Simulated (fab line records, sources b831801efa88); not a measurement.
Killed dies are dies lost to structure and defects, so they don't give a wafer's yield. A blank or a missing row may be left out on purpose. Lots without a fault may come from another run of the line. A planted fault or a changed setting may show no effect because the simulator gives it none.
A struck lot beside a sound one | flow sfq_line | 14 steps out of a route of 325
Sound: wafers L149.4, L149.5, L149.6. Struck: wafer L162.2. (L162.1, L162.6 of the same lot were not struck and are left out.) The cause comes at the end.
At each step with rows: each side's tool, then ch and its chambers, then its first start. Under that, the readings that differ: sound wafers | struck wafers | difference of the means | sigmas: that difference in standard deviations of wafers without a fault.
alike: readings whose means differ by less than 2 such deviations, and words and numbers that are the same on both sides. not compared: withheld readings, readings that some wafer has no value for, bounds like >300 that may hide the same value, and numbers for which the record gives no deviation and whose values overlap.
The two part at a step that has a row with sigmas, a row that says differs or no value, or rows on one side only. Numbers that don't overlap but have no deviation are shown without sigmas and don't part them. A reading that every wafer of one side lacks parts them only if that side has two wafers or more.

first, 2 steps without rows for these wafers: SFQ_TRILAYER_L0_VIA_STRIP_SOLV_CLEAN_018 (cleans in NMP, time 600 s); SFQ_TRILAYER_M0_DEP_PRE_CLEAN_020 (time 15 s).
SFQ_TRILAYER_M0_DEP_SPUTTER_019: material Nb, target thk 200 nm, time 133.3 s.
  sound on pvd_sputter-06, day 7 18:42; struck on pvd_sputter-06, day 12 05:17
  alike: throttle_valve_pct
SFQ_M0_RS_MEAS_904: measures by four-point-probe.
  sound on film_metro-02, day 7 18:51; struck on film_metro-03, day 12 05:22
  alike: M0_NB_RS
then, 6 steps without rows for these wafers: SFQ_TRILAYER_M0_LITHO_COAT_026 (resist thk 62 nm); SFQ_TRILAYER_M0_LITHO_COAT_021 (resist thk 600 nm); SFQ_TRILAYER_M0_LITHO_SOFTBAKE_025; SFQ_TRILAYER_M0_LITHO_EXPOSE_022 (exposes mask M0, target cd 500 nm); SFQ_TRILAYER_M0_LITHO_PEB_024 (peb time 60 s); SFQ_TRILAYER_M0_LITHO_DEVELOP_023 (time 60 s).
-- the record jumps here: 5 days lie between the struck wafers' starts before and after --
SFQ_M0_OVL_MEAS_906:
  sound on overlay-01, day 12 01:47; struck on overlay-02, day 17 15:20
  alike: M0_OVL
SFQ_TRILAYER_M0_BARC_OPEN_METAL_ETCH_031: etches BARC in O2, target depth 125 nm, time 41.7 s.
  sound on rie_metal-03 ch 0,1, day 12 01:49; struck on rie_metal-01 ch 0, day 17 15:22
  reading                                             | sound             | struck | difference                   | sigmas
  oes_product_au (a.u.)                               | 0.681 0.679 0.685 | 0.723  | +0.041                       | +8
  rf_hours_counter_h (h)                              | - - -             | 90     | no value on the sound wafers |
  run_length_s (s)                                    | 70.5 70.3 70.6    | 66.7   | -3.8                         | -10
  model.KrF_of_TRILAYER_M0_LITHO_COAT_021.thk_nm (nm) | 522.1 522.2 521.9 | 524.5  | +2.4                         |
  alike: drypump_motor_current_A, he_backside_leak_sccm
SFQ_TRILAYER_M0_ETCH_METAL_ETCH_024: etches Nb in Cl2/Ar, stops on SiO2, target depth 240 nm, time 120 s.
  sound on rie_metal-03 ch 0,1, day 12 01:54; struck on rie_metal-01 ch 0, day 17 15:26
  reading                                             | sound             | struck | difference                   | sigmas
  oes_product_au (a.u.)                               | 0.894 0.890 0.888 | 0.904  | +0.013                       | +2
  rf_hours_counter_h (h)                              | - - -             | 90     | no value on the sound wafers |
  model.KrF_of_TRILAYER_M0_LITHO_COAT_021.thk_nm (nm) | 380.6 380.3 381.5 | 384.3  | +3.5                         |
  alike: drypump_motor_current_A, he_backside_leak_sccm, run_length_s
SFQ_TRILAYER_M0_STRIP_STRIP_025: strips in O2.
  sound on rie_metal-03 ch 0,1, day 12 02:11; struck on rie_metal-01 ch 0, day 17 15:34
  reading                | sound | struck | difference                   | sigmas
  rf_hours_counter_h (h) | - - - | 91     | no value on the sound wafers |
  alike: drypump_motor_current_A, he_backside_leak_sccm, oes_product_au

WHERE THEY PART
First at SFQ_TRILAYER_M0_BARC_OPEN_METAL_ETCH_031; last, within this record, at SFQ_TRILAYER_M0_STRIP_STRIP_025.

WHY: what the simulator had put in
Process parameter drift: rie_metal-01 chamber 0, from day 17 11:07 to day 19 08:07, at SFQ_TRILAYER_M0_BARC_OPEN_METAL_ETCH_031. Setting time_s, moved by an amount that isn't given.
